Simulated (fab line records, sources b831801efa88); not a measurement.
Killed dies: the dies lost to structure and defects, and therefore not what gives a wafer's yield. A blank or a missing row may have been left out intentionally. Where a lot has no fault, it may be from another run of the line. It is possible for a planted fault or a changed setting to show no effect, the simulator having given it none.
Split-lot trial + flow sky130 + on a route of 708 steps: 5 lots, 23 wafers read

== THE SPLIT ==
At SKY_LI_CONTACT_EXPOSE_09 (exposes mask LICM1, target cd 170 nm), the setting dose mj was moved away from the recipe's 38 on 8 of the 23 wafers read, by -6.1% to +6.3%. The other wafers ran this setting at the recipe's value.

== FROM THE SPLIT TO THE READING: what the file shows between them, 2 steps ==
- SKY_LI_CONTACT_PEB_10
- SKY_LI_CONTACT_DEVELOP_11: develop time 60 s

== THE READING ==
cd nm, in nm, at SKY_LI_CONTACT_CD_MEAS_12 (target cd 170 nm). Fault-free wafers of this fab line usually give 169.8 nm, standard deviation 1.4 nm.

| wafer  | tool, chamber at the split | dose mj as run | against the recipe | cd nm, nm | against lot-mates on the recipe |
|--------|----------------------------|----------------|--------------------|-----------|---------------------------------|
| L074.1 | krf scanner-02, 0          | 38             | recipe             | 169.0     | -                               |
| L074.2 | krf scanner-02, 0          | 40.39          | +6.3%              | 182.9     | +12.9                           |
| L074.4 | krf scanner-02, 0          | 40.39          | +6.3%              | 183.1     | +13.1                           |
| L074.5 | krf scanner-02, 0          | 38             | recipe             | 171.0     | -                               |
| L074.6 | krf scanner-02, 0          | 40.39          | +6.3%              | 181.2     | +11.2                           |
| L078.1 | krf scanner-02, 0          | 35.68          | -6.1%              | 157.5     | -10.6                           |
| L078.2 | krf scanner-02, 0          | 35.68          | -6.1%              | 156.8     | -11.3                           |
| L078.3 | krf scanner-02, 0          | 35.68          | -6.1%              | 157.4     | -10.7                           |
| L078.5 | krf scanner-02, 0          | 38             | recipe             | 167.8     | -                               |
| L078.6 | krf scanner-02, 0          | 38             | recipe             | 168.4     | -                               |
| L080.1 | krf scanner-01, 0          | 38             | recipe             | 172.5     | -                               |
| L080.3 | krf scanner-01, 0          | 38             | recipe             | 171.2     | -                               |
| L080.6 | krf scanner-01, 0          | 38             | recipe             | 172.5     | -                               |
| L082.1 | krf scanner-01, 0          | 38             | recipe             | 169.2     | -                               |
| L082.3 | krf scanner-01, 0          | 38             | recipe             | 169.6     | -                               |
| L082.4 | krf scanner-01, 0          | 38             | recipe             | 170.8     | -                               |
| L082.5 | krf scanner-01, 0          | 38             | recipe             | 170.2     | -                               |
| L082.6 | krf scanner-01, 0          | 38             | recipe             | 170.0     | -                               |
| L085.1 | krf scanner-01, 0          | 36.64          | -3.6%              | 162.7     | -7.9                            |
| L085.2 | krf scanner-01, 0          | 38             | recipe             | 170.2     | -                               |
| L085.4 | krf scanner-01, 0          | 38             | recipe             | 171.4     | -                               |
| L085.5 | krf scanner-01, 0          | 36.64          | -3.6%              | 162.6     | -8.0                            |
| L085.6 | krf scanner-01, 0          | 38             | recipe             | 170.3     | -                               |

FIT RESULTS
A straight line over all 23 wafers: cd nm changes by +2.03 nm for each +1% of dose mj; r = +0.99; the points scatter about the line by 1.2 nm.
The same after taking each lot's own level away (the mean of its wafers on the recipe; 23 wafers): +1.92 nm for each +1%; r = +0.99; scatter 0.79 nm.
On that fit, the largest move of dose mj shifts the reading by 12 nm.
The span of the lots' own levels, 168.10 to 172.07 nm, comes to 2.8 times the standard deviation stated above.
The two slopes agree, so the slope changes little with the lot-to-lot level.
Check: with one of the wafers moved furthest among these (+6.3%) left out of the fit, the line predicts +11.9 nm for it against its lot-mates. It came out at +12.9 nm against them.

== THESE WAFERS: OTHER SPLITS ==
Before the reading, these wafers also passed through other splits. Each is held against what the fit with the lots' levels taken away leaves over:
| other split on the same wafers     | wafers away from the commonest value | r with cd nm (lot level and that fit taken away) |
|------------------------------------|--------------------------------------|--------------------------------------------------|
| SKY_LDD_LDN_IMPLANT_08 dose cm2    | 7                                    | -0.03                                            |
| SKY_POLY_CUT_COAT_02 resist thk nm | 5                                    | -0.05                                            |
| SKY_SD_P_SOFTBAKE_03 temp c        | 10                                   | +0.16                                            |
| SKY_RES_XHIGH_IMPLANT_07 dose cm2  | 9                                    | -0.18                                            |
| SKY_SD_N_COAT_02 spin rpm          | 8                                    | -0.22                                            |
| SKY_SD_N_IMPLANT_09 energy kev     | 8                                    | +0.20                                            |
| SKY_LI_CONTACT_HDPCVD_00 time s    | 5                                    | -0.07                                            |

== THE WHOLE CHAIN: every reading that the file lists as answering this split, in the file's order ==
| step                      | what it does                                                         | reading                                                           | change (the file's fit)              | r (the file's) |
|---------------------------|----------------------------------------------------------------------|-------------------------------------------------------------------|--------------------------------------|----------------|
| SKY_LI_CONTACT_CD_MEAS_12 | target cd 170 nm                                                     | cd nm                                                             | +1.93 nm for each +1% of the setting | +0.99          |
| SKY_LI_CONTACT_ETCH_14    | etches BARC in N2/H2, stops on SiO2, time 45.9 s, target depth 60 nm | LI_CONTACT.cd nm (the simulator's own value, which no gauge read) | +1.94 nm for each +1% of the setting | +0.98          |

== FILE'S OWN FIT ==
cd nm changes by +1.93 nm for each +1% of dose mj, r = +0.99.
